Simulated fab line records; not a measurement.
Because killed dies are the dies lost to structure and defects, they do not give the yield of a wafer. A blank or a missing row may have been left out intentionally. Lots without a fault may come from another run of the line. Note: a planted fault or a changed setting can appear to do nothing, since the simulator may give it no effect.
8D (eight disciplines) problem report, filled in by code || flow sky130 || the parts of the form that need people (team, actions taken, sign-off) are left out

== 1. THE PROBLEM ==
Mean of cathode dc power W at SKY_METAL1_SPUTTER_03: 3273.7 W across 2 wafers in 2 lots; on wafers with no fault it is 3000.0 W (standard deviation 0.58). So: +99 or more standard deviations from the usual mean.
The step: material Ti, target thk 5 nm, time 3.3 s.
First observed at day 33 20:58: wafer L720.5, on pvd sputter-02. The record holds 39 wafers of 13 lots with a number at this step. By rule, "out" or "out of limits" means more than 4 standard deviations away from the usual mean. All remaining wafers that have a number are taken as sound.

== 2. WHAT IT IS, AND WHAT IT ISN'T ==
{"question": "which readings at this step", "is": "cathode dc power W", "is not": "throttle valve pct"}
{"question": "which lots", "is": "L720, L723", "is not": "L715, L716, L727, L729, L730, L731, L732, L733, L734, L735, L736"}
{"question": "which wafers of those lots", "is": "L720.5, L723.2", "is not": "L720.1, L720.2, L723.1, L723.6"}
{"question": "read on which tools", "is": "pvd sputter-02", "is not": "pvd sputter-01, pvd sputter-04"}
{"question": "when", "is": "from day 33 20:58", "is not": "up to then (8 sound wafers); but 29 sound wafers of L723, L727, L729, L730, L731, L732, L733, L734, L735, L736 came after"}

== 3. WHAT RULES OUT EACH SUSPECT ==
Counting: if a tool at a process step up to the reading ran every lot that is out, it stays a suspect. Sound lots after the first of them don't rule it out here, since some wafers of a struck lot are sound.
- pvd sputter-02 at SKY_METAL1_SPUTTER_03 (material Ti, target thk 5 nm, time 3.3 s): kept. It ran every lot that is out, first L720 (day 33 20:58); its last sound lot up to then is L716 (day 32 21:08). Out on those wafers are its own readings of cathode dc power W.
The count leaves pvd sputter-02 at SKY_METAL1_SPUTTER_03.

== 4. THE CAUSE (what the simulator had put in) ==
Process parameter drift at SKY_METAL1_SPUTTER_03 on pvd sputter-02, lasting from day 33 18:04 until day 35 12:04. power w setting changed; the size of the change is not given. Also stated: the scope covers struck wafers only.
This tool alone remained once counting was done.

== 5. THE EFFECT CHAIN, in route order ==
Each row: a reading whose mean over the struck wafers that have a number lies more than 3 standard deviations from the usual. Scope: only readings with a usual standard deviation given in the record; hours: median across lots of the time from each lot's start at the first step in this table that gives one to its start at this step; sigmas: change in usual standard deviations.
{"hours": 0, "step": "SKY_METAL1_SPUTTER_03", "reading": "cathode dc power W", "usual": "3000.0 W", "on struck wafers": 3273.7, "change": "+273.7", "sigmas": "+99 or more"}
Here are the process steps it includes:
- SKY_METAL1_SPUTTER_03: material Ti, target thk 5 nm, time 3.3 s.
Later measuring or inspecting steps at which every struck wafer that the step has a row for has a number for every such reading, and none has moved that far: SKY_METAL1_THK_MEAS_06, SKY_METAL1_CD_MEAS_15.

== 6. WHAT WOULD HAVE CAUGHT IT SOONER ==
The fault began at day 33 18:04; the first out-of-limits reading in this record came at day 33 20:58, 3 hours later.
